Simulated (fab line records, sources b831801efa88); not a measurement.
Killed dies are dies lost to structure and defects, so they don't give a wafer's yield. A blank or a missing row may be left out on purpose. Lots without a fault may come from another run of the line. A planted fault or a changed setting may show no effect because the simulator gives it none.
A struck lot beside a sound one | flow sky130 | 14 steps out of a route of 708
Sound: wafers L876.1, L876.2, L876.5. Struck: wafers L887.3, L887.4, L887.6. The cause comes at the end.
At each step with rows: each side's tool, then ch and its chambers, then its first start. Under that, the readings that differ: sound wafers | struck wafers | difference of the means | sigmas: that difference in standard deviations of wafers without a fault.
alike: readings whose means differ by less than 2 such deviations, and words and numbers that are the same on both sides. not compared: withheld readings, readings that some wafer has no value for, bounds like >300 that may hide the same value, and numbers for which the record gives no deviation and whose values overlap.
The two part at a step that has a row with sigmas, a row that says differs or no value, or rows on one side only. Numbers that don't overlap but have no deviation are shown without sigmas and don't part them. A reading that every wafer of one side lacks parts them only if that side has two wafers or more.

first, 3 steps without rows for these wafers: SKY_POLY_CUT_EXPOSE_05 (exposes mask NPCM, target cd 270 nm); SKY_POLY_CUT_PEB_06; SKY_POLY_CUT_DEVELOP_07 (develop time 60 s).
SKY_POLY_CUT_CD_MEAS_08: target cd 270 nm.
  sound on cd_sem-01, day 26 14:27; struck on cd_sem-02, day 30 04:38
  alike: cd_nm
SKY_POLY_CUT_OVL_MEAS_09:
  sound on overlay-01, day 26 14:34; struck on overlay-01, day 30 04:43
  alike: POLY_CUT_OVL
SKY_POLY_CUT_ETCH_10: etches BARC in N2/H2, stops on SiO2, time 45.9 s, target depth 60 nm.
  sound on rie_diel-02 ch 1,2, day 26 14:36; struck on rie_diel-03 ch 0,1, day 30 04:45
  alike: chamber_pressure_mTorr, drypump_motor_current_A, h2_flow_sccm, n2_flow_sccm, oes_product_au, throttle_valve_pct
  not compared: rf_hours_counter_h
SKY_POLY_CUT_ETCH_11: etches Si3N4 in CF4/CH2F2/Ar, stops on poly-Si, time 42.5 s, target depth 60 nm.
  sound on rie_diel-02 ch 1,2, day 26 14:39; struck on rie_diel-03 ch 0,1, day 30 04:47
  alike: cf4_flow_sccm, chamber_pressure_mTorr, drypump_motor_current_A, mfc_ar_sccm, oes_product_au, throttle_valve_pct
  not compared: rf_hours_counter_h
SKY_POLY_CUT_STRIP_12: strips in O2/N2.
  sound on plasma_asher-03 ch 0,1, day 26 14:41; struck on plasma_asher-01 ch 0,1, day 30 04:52
  alike: chamber_pressure_mTorr, drypump_motor_current_A, n2_flow_sccm, oes_product_au, strip_time_to_endpoint_s
  not compared: rf_hours_counter_h
then, 4 steps without rows for these wafers: SKY_SD_P_DEHYDRATE_00 (time 60 s); SKY_SD_P_HMDS_01 (prime time 60 s); SKY_SD_P_COAT_02 (resist thk 1140 nm); SKY_SD_P_SOFTBAKE_03 (time 60 s).
SKY_SD_P_EXPOSE_04: exposes mask PSDM, target cd 380 nm.
  sound on iline_stepper-02 ch 0, day 27 05:07; struck on iline_stepper-01, day 30 18:49
  no value came back on the struck wafers for exposure_dose_mJ_cm2, focus_offset_nm (nm), na; on the sound wafers exposure_dose_mJ_cm2 reads 137.93 138.03 137.88
  alike: mask
then, 1 step without rows for these wafers: SKY_SD_P_PEB_05.

WHERE THEY PART
Only at SKY_SD_P_EXPOSE_04, within this record.

WHY: what the simulator had put in
Skipped step whole: iline_stepper-01, from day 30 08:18 on, at SKY_SD_P_EXPOSE_04. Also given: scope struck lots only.
